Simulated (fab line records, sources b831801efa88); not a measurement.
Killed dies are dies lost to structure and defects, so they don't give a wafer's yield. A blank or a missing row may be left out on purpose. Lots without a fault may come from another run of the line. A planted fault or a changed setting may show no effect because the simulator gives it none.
Which tool did it? | flow gf180mcu | 6 lots, 18 wafers sampled, at 1 step of a route of 602

WHAT THE GAUGES READ, wafer by wafer
GF_V3_THK_MEAS_01.
lot  | measured     | on            | V3_CVD_00_THK (nm)
L196 | day 22 05:12 | film_metro-02 | 599 613 612
L206 | day 25 19:05 | film_metro-03 | 602 607 599
L208 | day 26 09:46 | film_metro-03 | 609 616 609
L211 | day 27 08:01 | film_metro-02 | 616 610 606
L214 | day 28 09:16 | film_metro-04 | 608 602 607
L218 | day 29 07:46 | film_metro-02 | 597 609 595

WHICH TOOL RAN EACH LOT (tool, then ch and the chambers of the sampled wafers, then the start)
The record holds no process step before these readings.

THE ANSWER, worked out from the rows above alone
Rule: what is usual is taken from the lots themselves. Put in order of their means at a reading, lots are off if they are a third of the lots or fewer, leave a main group of 4 or more, and stand apart from it by a gap of 3 or more times the standard deviation of the main group's means; of several such gaps the widest counts. A main group whose means are all the same, to the digits that the tables above print for the reading, isn't used. A lot without any number at a reading at which 4 lots or more have one is off too. The other lots that the step has rows for count as sound.
No lot is off at any reading shown: from this, nothing can be told.

WHAT THE SIMULATOR HAD PUT IN
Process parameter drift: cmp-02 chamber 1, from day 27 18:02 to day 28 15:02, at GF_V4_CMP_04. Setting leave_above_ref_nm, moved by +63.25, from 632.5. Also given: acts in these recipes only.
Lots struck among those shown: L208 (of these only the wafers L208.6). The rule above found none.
